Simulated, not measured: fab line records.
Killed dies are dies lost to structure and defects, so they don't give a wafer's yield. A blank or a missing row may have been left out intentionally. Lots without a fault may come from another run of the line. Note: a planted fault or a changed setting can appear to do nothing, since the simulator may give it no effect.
Chamber matching || flow sky130 || 4 sister chambers for SKY_POLY_GATE_ETCH_17 on rie_si-02
The step etches poly-Si in HBr/Cl2, stops on SiO2, target depth 180 nm, time 70.5 s. 4 wafers are shown with their chamber, then 7 later ones without.

== WAFERS, EACH WITH ITS CHAMBER ==
{"wafer": "L836.6", "chamber": 1, "drypump_motor_current_A (A)": 5.66}
{"wafer": "L838.5", "chamber": 2, "drypump_motor_current_A (A)": 5.39}
{"wafer": "L846.1", "chamber": 0, "drypump_motor_current_A (A)": 6.01}
{"wafer": "L846.4", "chamber": 3, "drypump_motor_current_A (A)": 5.89}

== WAFERS WITHOUT THEIR CHAMBER ==
{"wafer": "L846.6", "drypump_motor_current_A (A)": 5.98}
{"wafer": "L852.2", "drypump_motor_current_A (A)": 5.90}
{"wafer": "L852.4", "drypump_motor_current_A (A)": 5.98}
{"wafer": "L852.6", "drypump_motor_current_A (A)": 5.65}
{"wafer": "L856.1", "drypump_motor_current_A (A)": 5.35}
{"wafer": "L856.3", "drypump_motor_current_A (A)": 5.85}
{"wafer": "L856.4", "drypump_motor_current_A (A)": 6.02}

== THE CHAMBER EACH PASSED THROUGH ==
{"wafer": "L846.6", "from the rows above": 0, "in truth": 0}
{"wafer": "L852.2", "from the rows above": 3, "in truth": 3}
{"wafer": "L852.4", "from the rows above": 0, "in truth": 0}
{"wafer": "L852.6", "from the rows above": 1, "in truth": 1}
{"wafer": "L856.1", "from the rows above": 2, "in truth": 2}
{"wafer": "L856.3", "from the rows above": 3, "in truth": 3}
{"wafer": "L856.4", "from the rows above": 0, "in truth": 0}
7 of 7 placed correctly. Left unplaced by these rows: 0. Number placed wrongly: 0.
How it was worked out, from the rows above alone: a wafer's distance from a chamber is the root of the sum, over the readings, of the square of ((its reading less the chamber's mean) divided by the reading's scatter). The wafer belongs to the nearest chamber; if the next one is less than 2 further off, it can't be placed. For every chamber, the mean is computed from those of its wafers that are shown. The scatter (one wafer shown for each chamber): square how far every hidden wafer sits from the nearest shown wafer, average those squares and take the square root.
